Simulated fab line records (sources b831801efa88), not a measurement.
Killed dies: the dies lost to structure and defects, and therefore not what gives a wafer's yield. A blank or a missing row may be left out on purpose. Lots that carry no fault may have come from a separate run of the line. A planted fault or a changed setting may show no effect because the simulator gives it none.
Split-lot trial || flow sfq line || on a route of 325 steps: 5 lots, 23 wafers read

== ABOUT THE SPLIT ==
At SFQ_TRILAYER_I5_LITHO_PEB_147 (peb time 60 s), the setting peb temp c was moved away from the recipe's 115 C on 8 of the 23 wafers read, by -3.0% to +2.7%. The other wafers ran this setting at the recipe's value.

== FROM THE SPLIT TO THE READING: what the file shows between them, 1 step ==
- SFQ_TRILAYER_I5_LITHO_DEVELOP_146: time 60 s

== THE READING ==
I5.cd nm (the simulator's own value, which no gauge read), in nm, at SFQ_TRILAYER_I5_BARC_OPEN_VIA_ETCH_200 (etches BARC in O2, target depth 125 nm, time 41.7 s). The file gives no usual value for it. Here, 15 wafers ran the recipe; their average is 699.5 nm with a standard deviation of 1.8 nm.

{"wafer": "L074.1", "tool, chamber at the split": "litho track-01, 0", "peb temp c as run, C": 115, "against the recipe": "recipe", "I5.cd nm, nm": 700.5, "against lot-mates on the recipe": "-"}
{"wafer": "L074.2", "tool, chamber at the split": "litho track-01, 0", "peb temp c as run, C": 115, "against the recipe": "recipe", "I5.cd nm, nm": 701.5, "against lot-mates on the recipe": "-"}
{"wafer": "L074.3", "tool, chamber at the split": "litho track-01, 0", "peb temp c as run, C": 115, "against the recipe": "recipe", "I5.cd nm, nm": 701, "against lot-mates on the recipe": "-"}
{"wafer": "L074.4", "tool, chamber at the split": "litho track-01, 0", "peb temp c as run, C": 115, "against the recipe": "recipe", "I5.cd nm, nm": 702.3, "against lot-mates on the recipe": "-"}
{"wafer": "L074.6", "tool, chamber at the split": "litho track-01, 0", "peb temp c as run, C": 115, "against the recipe": "recipe", "I5.cd nm, nm": 700.4, "against lot-mates on the recipe": "-"}
{"wafer": "L076.1", "tool, chamber at the split": "litho track-03, 0", "peb temp c as run, C": 115, "against the recipe": "recipe", "I5.cd nm, nm": 699.3, "against lot-mates on the recipe": "-"}
{"wafer": "L076.2", "tool, chamber at the split": "litho track-03, 0", "peb temp c as run, C": 118.1, "against the recipe": "+2.7%", "I5.cd nm, nm": 752, "against lot-mates on the recipe": "+52.0"}
{"wafer": "L076.3", "tool, chamber at the split": "litho track-03, 0", "peb temp c as run, C": 118.1, "against the recipe": "+2.7%", "I5.cd nm, nm": 749.6, "against lot-mates on the recipe": "+49.6"}
{"wafer": "L076.5", "tool, chamber at the split": "litho track-03, 0", "peb temp c as run, C": 115, "against the recipe": "recipe", "I5.cd nm, nm": 700.6, "against lot-mates on the recipe": "-"}
{"wafer": "L076.6", "tool, chamber at the split": "litho track-03, 0", "peb temp c as run, C": 118.1, "against the recipe": "+2.7%", "I5.cd nm, nm": 750.5, "against lot-mates on the recipe": "+50.5"}
{"wafer": "L080.1", "tool, chamber at the split": "litho track-02, 0", "peb temp c as run, C": 115, "against the recipe": "recipe", "I5.cd nm, nm": 698.9, "against lot-mates on the recipe": "-"}
{"wafer": "L080.2", "tool, chamber at the split": "litho track-02, 0", "peb temp c as run, C": 115, "against the recipe": "recipe", "I5.cd nm, nm": 698.9, "against lot-mates on the recipe": "-"}
{"wafer": "L080.3", "tool, chamber at the split": "litho track-02, 0", "peb temp c as run, C": 111.6, "against the recipe": "-3.0%", "I5.cd nm, nm": 627.7, "against lot-mates on the recipe": -71.2}
{"wafer": "L080.4", "tool, chamber at the split": "litho track-02, 0", "peb temp c as run, C": 111.6, "against the recipe": "-3.0%", "I5.cd nm, nm": 625.4, "against lot-mates on the recipe": -73.5}
{"wafer": "L080.5", "tool, chamber at the split": "litho track-02, 0", "peb temp c as run, C": 111.6, "against the recipe": "-3.0%", "I5.cd nm, nm": 628, "against lot-mates on the recipe": -70.9}
{"wafer": "L081.1", "tool, chamber at the split": "litho track-01, 0", "peb temp c as run, C": 113.8, "against the recipe": "-1.0%", "I5.cd nm, nm": 677.5, "against lot-mates on the recipe": -22.4}
{"wafer": "L081.2", "tool, chamber at the split": "litho track-01, 0", "peb temp c as run, C": 115, "against the recipe": "recipe", "I5.cd nm, nm": 700.2, "against lot-mates on the recipe": "-"}
{"wafer": "L081.4", "tool, chamber at the split": "litho track-01, 0", "peb temp c as run, C": 115, "against the recipe": "recipe", "I5.cd nm, nm": 699.9, "against lot-mates on the recipe": "-"}
{"wafer": "L081.5", "tool, chamber at the split": "litho track-01, 0", "peb temp c as run, C": 113.8, "against the recipe": "-1.0%", "I5.cd nm, nm": 677.3, "against lot-mates on the recipe": -22.6}
{"wafer": "L081.6", "tool, chamber at the split": "litho track-01, 0", "peb temp c as run, C": 115, "against the recipe": "recipe", "I5.cd nm, nm": 699.5, "against lot-mates on the recipe": "-"}
{"wafer": "L082.1", "tool, chamber at the split": "litho track-02, 0", "peb temp c as run, C": 115, "against the recipe": "recipe", "I5.cd nm, nm": 695, "against lot-mates on the recipe": "-"}
{"wafer": "L082.2", "tool, chamber at the split": "litho track-02, 0", "peb temp c as run, C": 115, "against the recipe": "recipe", "I5.cd nm, nm": 697.5, "against lot-mates on the recipe": "-"}
{"wafer": "L082.4", "tool, chamber at the split": "litho track-02, 0", "peb temp c as run, C": 115, "against the recipe": "recipe", "I5.cd nm, nm": 697.7, "against lot-mates on the recipe": "-"}

FIT RESULTS
A straight line over all 23 wafers: I5.cd nm changes by +21.9 nm for each +1% of peb temp c; r = +0.99; the points scatter about the line by 4 nm.
The same after taking each lot's own level away (the mean of its wafers on the recipe; 23 wafers): +21.7 nm for each +1%; r = +0.99; scatter 3.7 nm.
That fit puts the effect of the largest move of peb temp c on the reading at 64 nm.
From 696.73 to 701.14 nm: that is the span of the lots' own levels, equal to 2.5 times the standard deviation above.
Hence the lot-to-lot level has little effect on the slope; both slopes agree.
Check: -64.8 nm against its lot-mates is what the line predicts for one of the wafers moved furthest among these (-3.0%) when that wafer is left out of the fit. It came out at -71.2 nm against them.

== THE OTHER SPLITS THESE WAFERS WENT THROUGH ==
These wafers also went through other splits before the reading. Each is held against what the fit with the lots' levels taken away leaves over:
{"other split on the same wafers": "SFQ_TRILAYER_JJ_CE_LITHO_PEB_117 peb time s", "wafers away from the commonest value": 9, "r with I5.cd nm (lot level and that fit taken away)": "+0.28"}
{"other split on the same wafers": "SFQ_TRILAYER_M5_LITHO_PEB_126 peb time s", "wafers away from the commonest value": 8, "r with I5.cd nm (lot level and that fit taken away)": -0.04}
{"other split on the same wafers": "SFQ_TRILAYER_M5_ETCH_METAL_ETCH_126 icp w", "wafers away from the commonest value": 7, "r with I5.cd nm (lot level and that fit taken away)": -0.05}
{"other split on the same wafers": "SFQ_TRILAYER_R5_DEP_SPUTTER_134 time s", "wafers away from the commonest value": 11, "r with I5.cd nm (lot level and that fit taken away)": "+0.12"}
{"other split on the same wafers": "SFQ_TRILAYER_R5_LITHO_COAT_136 resist thk nm", "wafers away from the commonest value": 8, "r with I5.cd nm (lot level and that fit taken away)": "+0.24"}
{"other split on the same wafers": "SFQ_TRILAYER_A5C_DEP_PECVD_142 time s", "wafers away from the commonest value": 4, "r with I5.cd nm (lot level and that fit taken away)": "+0.07"}

== THE FILE'S OWN FIT ==
I5.cd nm changes by +21.8 nm for each +1% of peb temp c, r = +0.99.
